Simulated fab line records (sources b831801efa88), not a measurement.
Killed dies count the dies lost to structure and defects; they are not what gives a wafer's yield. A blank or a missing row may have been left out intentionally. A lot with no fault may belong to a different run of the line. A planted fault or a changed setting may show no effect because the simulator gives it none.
A lot that was struck, set against a sound lot + flow sky130 + 15 out of 708 route steps
Sound: wafers L174.3, L174.5, L174.6. Wafers L182.1, L182.2, L182.5 were the ones struck. The cause is named last.
Per side, at each step with rows, come the tool, then ch with its chambers, and then its first start. Under that, the readings that differ: sound wafers + struck wafers + difference of the means + sigmas: that difference in standard deviations of wafers without a fault.
alike: a reading whose means differ by less than 2 such deviations, as well as words and numbers matching on both sides. not compared: withheld readings; readings where some wafer has no value; bounds like >300 that might hide an equal value; numbers whose values overlap and for which the record gives no deviation.
The two part at a step that has a row with sigmas, a row that says differs or no value, or rows on one side only. Non-overlapping numbers with no deviation appear without sigmas and do not part them. Lack of a reading on every wafer of one side parts them only where that side has two or more wafers.

first, 2 steps without rows for these wafers: SKY_VT_ADJUST_LVTN_PEB_05; SKY_VT_ADJUST_LVTN_DEVELOP_06 (develop time 60 s).
SKY_VT_ADJUST_LVTN_OVL_MEAS_07:
  struck on overlay-01, day 12 12:33; sound on overlay-01, day 10 04:08
  alike: VT_ADJUST_LVTN_OVL
after that, 1 step had no rows for these wafers: SKY_VT_ADJUST_LVTN_IMPLANT_08.
SKY_VT_ADJUST_LVTN_STRIP_09: strips in O2/N2.
  sound on plasma_asher-04 ch 0,1, day 10 04:20; struck on plasma_asher-04 ch 0,1, day 12 12:44
  alike: drypump_motor_current_A, o2_flow_sccm, oes_product_au, strip_time_to_endpoint_s
  not compared: rf_hours_counter_h
SKY_VT_ADJUST_LVTN_TW_MEAS_10:
  struck on film_metro-01, day 12 12:50; sound on film_metro-01, day 10 04:26
  alike: VT_ADJUST_LVTN_TW
then, 6 steps without rows for these wafers: SKY_VT_ADJUST_LVTN_DEHYDRATE_11 (time 60 s); SKY_VT_ADJUST_LVTN_HMDS_12 (prime time 60 s); SKY_VT_ADJUST_LVTN_COAT_13 (resist thk 1140 nm); SKY_VT_ADJUST_LVTN_SOFTBAKE_14 (time 60 s); SKY_VT_ADJUST_LVTN_EXPOSE_15 (exposes mask HVN STD DERIVED, target cd 600 nm); SKY_VT_ADJUST_LVTN_PEB_16.
SKY_VT_ADJUST_LVTN_DEVELOP_17: develop time 60 s.
  sound on litho_track-04 ch 0, day 11 02:41; struck on litho_track-04 ch 0, day 13 14:11
| reading              | sound             | struck            | difference | sigmas |
|----------------------|-------------------|-------------------|------------|--------|
| developer_temp_C (C) | 23.09 22.99 22.94 | 22.10 22.18 22.25 | -0.83      | -9     |
SKY_VT_ADJUST_LVTN_OVL_MEAS_18:
  struck on overlay-02, day 13 14:20; sound on overlay-02, day 11 02:48
  alike: VT_ADJUST_LVTN_01_OVL
SKY_PAD_OPEN_PROBE_99:
  the record has rows for the sound wafers here (prober-01, day 48 23:05) and none for the struck ones

WHERE THEY PART
First at SKY_VT_ADJUST_LVTN_DEVELOP_17; last, within this record, at SKY_PAD_OPEN_PROBE_99.

WHY: what had been put in by the simulator
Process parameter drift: litho_track-04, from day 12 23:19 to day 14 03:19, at SKY_VT_ADJUST_LVTN_DEVELOP_17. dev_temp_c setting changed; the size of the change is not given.
